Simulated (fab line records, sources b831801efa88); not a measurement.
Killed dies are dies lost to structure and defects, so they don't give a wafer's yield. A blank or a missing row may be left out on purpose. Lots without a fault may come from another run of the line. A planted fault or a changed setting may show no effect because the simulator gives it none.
Problem report in the 8D (eight disciplines) form, filled by code | flow gf180mcu | the parts of the form that need people (team, actions taken, sign-off) are left out

1. THE PROBLEM
cd_nm at GF_HV_LDD_CD_MEAS_46 reads a mean of 426.9 nm on 6 wafers of 2 lots; wafers without a fault read 399.7 nm with a standard deviation of 2.6. That is +10 standard deviations from the usual mean.
The step: target cd 400 nm.
First seen on wafer L338.1, day 18 07:56, on cd_sem-02. The record holds 39 wafers of 13 lots with a number at this step. Rule for "out", or "out of limits": more than 4 standard deviations from the usual mean. The other wafers with a number count as sound.

2. WHAT IT IS AND WHAT IT IS NOT
question                    | is                     | is not
which readings at this step | cd_nm                  | -
which lots                  | L338, L339             | L320, L321, L322, L323, L324, L325, L327, L328, L329, L341, L342
which wafers of those lots  | all that have a number | -
read on which gauges        | cd_sem-01, cd_sem-02   | -
when                        | from day 18 07:56      | up to then (27 sound wafers); but 6 sound wafers of L341, L342 came after

3. SUSPECTS, AND WHAT RULES EACH OUT
Counting: a tool at a process step up to the reading stays a suspect if it ran every lot that is out and no sound lot after the first of them.
- the gauge at GF_HV_LDD_CD_MEAS_46: ruled out. The wafers that are out were read on 2 gauges (cd_sem-01, cd_sem-02).
- iline_stepper-01 at GF_HV_LDD_EXPOSE_43 (exposes mask Pplus HV AREA, target cd 400 nm): kept. It ran every lot that is out, first L338 (day 17 19:44), and no sound lot after that; its last sound lot up to then is L329 (day 14 23:56). Its own readings are out on those wafers: exposure_dose_mJ_cm2.
Left after counting: iline_stepper-01 at GF_HV_LDD_EXPOSE_43.

4. THE CAUSE (what the simulator had put in)
Process parameter drift: iline_stepper-01, from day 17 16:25 on, at GF_HV_LDD_EXPOSE_43. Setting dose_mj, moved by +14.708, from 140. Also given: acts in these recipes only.
Counting left only this tool.

5. THE CHAIN OF EFFECTS, in route order
Each row: a reading whose mean over the struck wafers that have a number lies more than 3 standard deviations from the usual. Only readings for which the record gives a usual standard deviation are gone through. hours: the time from each lot's start at the first step in this table that gives one to its start at this step, as a median over the lots. sigmas: the change in usual standard deviations.
hours | step                 | reading              | usual    | on struck wafers | change | sigmas
0     | GF_HV_LDD_EXPOSE_43  | exposure_dose_mJ_cm2 | 140.01   | 154.79           | +14.78 | +99 or more
12    | GF_HV_LDD_CD_MEAS_46 | cd_nm                | 399.7 nm | 426.9            | +27.2  | +10
The process steps in it:
- GF_HV_LDD_EXPOSE_43: exposes mask Pplus HV AREA, target cd 400 nm.
Later measuring or inspecting steps at which every struck wafer that the step has a row for has a number for every such reading, and none has moved that far: GF_HV_LDD_TW_MEAS_50, GF_SAB_CD_MEAS_09.

6. WHAT WOULD HAVE CAUGHT IT SOONER
In this record the first reading out of limits at a measuring or inspecting step was taken at day 18 07:56, 16 hours after the fault began at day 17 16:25.
The tool's own readings at GF_HV_LDD_EXPOSE_43 were out on every struck wafer that the step has a row for (exposure_dose_mJ_cm2): an alarm limit on them would have fired on the first of those.
All the lots that are out (2) had begun GF_HV_LDD_EXPOSE_43 on iline_stepper-01 by day 18 07:56. A hold on the tool at that time would have spared none of them.
